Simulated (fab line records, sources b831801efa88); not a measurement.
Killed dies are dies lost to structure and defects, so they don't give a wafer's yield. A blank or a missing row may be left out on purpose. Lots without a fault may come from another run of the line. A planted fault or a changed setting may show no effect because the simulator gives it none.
Chamber matching | flow sky130 | SKY_PASSIVATION_CVD_02 on pecvd-01: 3 sister chambers
The step deposits Si3N4, target thk 540 nm. 6 wafers are shown with their chamber, then 9 later ones without.

WAFERS WITH THEIR CHAMBER
wafer  | chamber | heater_power_w (W)
L084.3 | 1       | 984
L084.5 | 0       | 667
L084.6 | 1       | 1015
L083.3 | 2       | 976
L083.4 | 0       | 608
L083.5 | 2       | 991

WAFERS WITHOUT THEIR CHAMBER
wafer  | heater_power_w (W)
L085.1 | 979
L085.2 | 984
L085.3 | 640
L085.4 | 982
L085.5 | 668
L085.6 | 1005
L095.1 | 976
L095.3 | 940
L095.6 | 630

WHICH CHAMBER EACH WENT THROUGH
wafer  | from the rows above     | in truth
L085.1 | can't be placed: 2 or 1 | 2
L085.2 | can't be placed: 2 or 1 | 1
L085.3 | 0                       | 0
L085.4 | can't be placed: 2 or 1 | 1
L085.5 | 0                       | 0
L085.6 | can't be placed: 1 or 2 | 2
L095.1 | can't be placed: 2 or 1 | 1
L095.3 | can't be placed: 2 or 1 | 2
L095.6 | 0                       | 0
Placed correctly: 3 of 9. Can't be placed from these rows: 6 (the true chamber is among the candidates in 6). Placed wrongly: 0.
How it was worked out, from the rows above alone: a wafer's distance from a chamber is the root of the sum, over the readings, of the square of ((its reading less the chamber's mean) divided by the reading's scatter). The wafer belongs to the nearest chamber; if the next one is less than 2 further off, it can't be placed. A chamber's mean is the mean of its shown wafers. The scatter: the root of (the sum of the squares of (reading less its chamber's mean) over the shown wafers, divided by (wafers less chambers)).
